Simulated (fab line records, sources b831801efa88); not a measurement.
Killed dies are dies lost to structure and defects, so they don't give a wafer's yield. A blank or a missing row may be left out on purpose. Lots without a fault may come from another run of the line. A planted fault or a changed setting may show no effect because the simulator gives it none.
Which tool did it? | flow sky130 | 10 lots, 28 wafers sampled, at 6 steps of a route of 708

WHAT THE GAUGES READ, wafer by wafer
SKY_VIA2_RS_MEAS_22: measures by four-point-probe.
lot  | measured     | on            | VIA2_W_RS (ohm/sq)
L199 | day 37 20:12 | film_metro-04 | 0.277 0.274 0.276
L200 | day 38 09:17 | film_metro-04 | 0.274 0.275 0.274
L206 | day 39 23:48 | film_metro-01 | 0.278 0.276 0.273
L208 | day 40 20:09 | film_metro-04 | 0.271 0.270
L210 | day 41 13:05 | film_metro-01 | 0.272 0.270
L213 | day 42 13:37 | film_metro-04 | 0.271 0.271 0.268
L215 | day 42 22:11 | film_metro-01 | 0.272 0.269 0.278
L219 | day 43 16:00 | film_metro-04 | 0.271 0.272 0.273
L220 | day 43 21:13 | film_metro-02 | 0.271 0.271 0.275
L221 | day 44 00:04 | film_metro-04 | 0.279 0.271 0.271

SKY_CAPM_RS_MEAS_03: measures by four-point-probe.
lot  | measured     | on            | CAPM_TIN_RS (ohm/sq)
L199 | day 37 21:01 | film_metro-03 | 6.83 6.95 6.96
L200 | day 38 10:06 | film_metro-01 | 6.84 6.83 6.93
L206 | day 40 00:37 | film_metro-01 | 23.48 6.87 6.83
L208 | day 40 20:59 | film_metro-01 | 23.56 22.57
L210 | day 41 13:55 | film_metro-03 | 6.77 22.25
L213 | day 42 14:26 | film_metro-03 | 6.95 6.91 6.92
L215 | day 42 23:03 | film_metro-01 | 7.10 7.16 7.10
L219 | day 43 16:50 | film_metro-01 | 6.89 6.94 7.04
L220 | day 43 22:02 | film_metro-04 | 7.14 7.03 7.10
L221 | day 44 00:53 | film_metro-04 | 6.97 6.88 6.92

SKY_CAPM_THK_MEAS_04: measures by xrf.
lot  | measured     | on            | CAPM_TIN_THK (nm)
L199 | day 37 21:08 | film_metro-03 | 202 198 196
L200 | day 38 10:13 | film_metro-01 | 202 202 200
L206 | day 40 00:44 | film_metro-01 | 62 203 204
L208 | day 40 21:06 | film_metro-01 | 62 65
L210 | day 41 14:01 | film_metro-03 | 203 65
L213 | day 42 14:33 | film_metro-03 | 196 199 198
L215 | day 42 23:10 | film_metro-01 | 195 194 196
L219 | day 43 16:57 | film_metro-01 | 201 202 198
L220 | day 43 22:08 | film_metro-04 | 195 196 196
L221 | day 44 01:00 | film_metro-04 | 199 201 199

WHICH TOOL RAN EACH LOT (tool, then ch and the chambers of the sampled wafers, then the start)
lot  | SKY_CONTACT_SPUTTER_23       | SKY_VIA2_SPUTTER_20          | SKY_CAPM_SPUTTER_02
L199 | pvd_sputter-03, day 33 03:23 | pvd_sputter-01, day 37 20:00 | pvd_sputter-02, day 37 20:55
L200 | pvd_sputter-01, day 33 14:36 | pvd_sputter-03, day 38 09:05 | pvd_sputter-02, day 38 09:59
L206 | pvd_sputter-02, day 35 08:02 | pvd_sputter-01, day 39 23:36 | pvd_sputter-02, day 40 00:31
L208 | pvd_sputter-03, day 36 06:08 | pvd_sputter-01, day 40 19:57 | pvd_sputter-02, day 40 20:52
L210 | pvd_sputter-01, day 37 01:05 | pvd_sputter-03, day 41 12:52 | pvd_sputter-02, day 41 13:47
L213 | pvd_sputter-02, day 38 03:10 | pvd_sputter-02, day 42 13:24 | pvd_sputter-04, day 42 14:19
L215 | pvd_sputter-01, day 38 11:20 | pvd_sputter-01, day 42 21:58 | pvd_sputter-04, day 42 22:55
L219 | pvd_sputter-03, day 39 07:29 | pvd_sputter-01, day 43 15:49 | pvd_sputter-02, day 43 16:43
L220 | pvd_sputter-01, day 39 14:15 | pvd_sputter-02, day 43 20:58 | pvd_sputter-04, day 43 21:53
L221 | pvd_sputter-02, day 39 16:32 | pvd_sputter-01, day 43 23:52 | pvd_sputter-02, day 44 00:47
- SKY_CONTACT_SPUTTER_23: material TiN, target thk 20 nm, time 80 s.
- SKY_VIA2_SPUTTER_20: material TiN, target thk 20 nm, time 80 s.
- SKY_CAPM_SPUTTER_02: material TiN, target thk 200 nm, time 166.7 s.

WHAT THE TOOLS THEMSELVES READ (means of the sampled wafers that have a number; where no wafer has one, the mark that the record gives instead)
SKY_CONTACT_SPUTTER_23.
lot  | tool           | throttle_valve_pct (%)
L199 | pvd_sputter-03 | 29.9
L200 | pvd_sputter-01 | 31.2
L206 | pvd_sputter-02 | 30.1
L208 | pvd_sputter-03 | 29.0
L210 | pvd_sputter-01 | 31.8
L213 | pvd_sputter-02 | 29.5
L215 | pvd_sputter-01 | 31.2
L219 | pvd_sputter-03 | 28.0
L220 | pvd_sputter-01 | 31.2
L221 | pvd_sputter-02 | 29.6

SKY_VIA2_SPUTTER_20.
lot  | tool           | throttle_valve_pct (%)
L199 | pvd_sputter-01 | 31.5
L200 | pvd_sputter-03 | 28.1
L206 | pvd_sputter-01 | 31.3
L208 | pvd_sputter-01 | 31.0
L210 | pvd_sputter-03 | 29.0
L213 | pvd_sputter-02 | 29.7
L215 | pvd_sputter-01 | 31.1
L219 | pvd_sputter-01 | 31.4
L220 | pvd_sputter-02 | 29.7
L221 | pvd_sputter-01 | 31.2

SKY_CAPM_SPUTTER_02.
lot  | tool           | throttle_valve_pct (%)
L199 | pvd_sputter-02 | 29.7
L200 | pvd_sputter-02 | 29.6
L206 | pvd_sputter-02 | 29.5
L208 | pvd_sputter-02 | 30.2
L210 | pvd_sputter-02 | 29.2
L213 | pvd_sputter-04 | 29.7
L215 | pvd_sputter-04 | 30.0
L219 | pvd_sputter-02 | 29.9
L220 | pvd_sputter-04 | 29.3
L221 | pvd_sputter-02 | 29.0

THE ANSWER, worked out from the rows above alone
Rule: what is usual is taken from the lots themselves. Put in order of their means at a reading, lots are off if they are a third of the lots or fewer, leave a main group of 4 or more, and stand apart from it by a gap of 3 or more times the standard deviation of the main group's means; of several such gaps the widest counts. A main group whose means are all the same, to the digits that the tables above print for the reading, isn't used. A lot without any number at a reading at which 4 lots or more have one is off too. The other lots that the step has rows for count as sound. The gauges are gone through in route order, then the tools' own readings, and for those a lot's mean is taken as printed above. The first step at which some lot is off is used, and at that step the reading that is off furthest; a lot without a number counts as furthest.
Off: L206, L208, L210, at SKY_CAPM_RS_MEAS_03 (CAPM_TIN_RS). The main group: mean 6.97 ohm/sq, standard deviation 0.089.
A tool fits if, at a process step before that reading, it ran every lot that is off, and no sound lot after the first of them. The gauges at SKY_CAPM_RS_MEAS_03 are tried like those tools. None of those tried fits.

WHAT THE SIMULATOR HAD PUT IN
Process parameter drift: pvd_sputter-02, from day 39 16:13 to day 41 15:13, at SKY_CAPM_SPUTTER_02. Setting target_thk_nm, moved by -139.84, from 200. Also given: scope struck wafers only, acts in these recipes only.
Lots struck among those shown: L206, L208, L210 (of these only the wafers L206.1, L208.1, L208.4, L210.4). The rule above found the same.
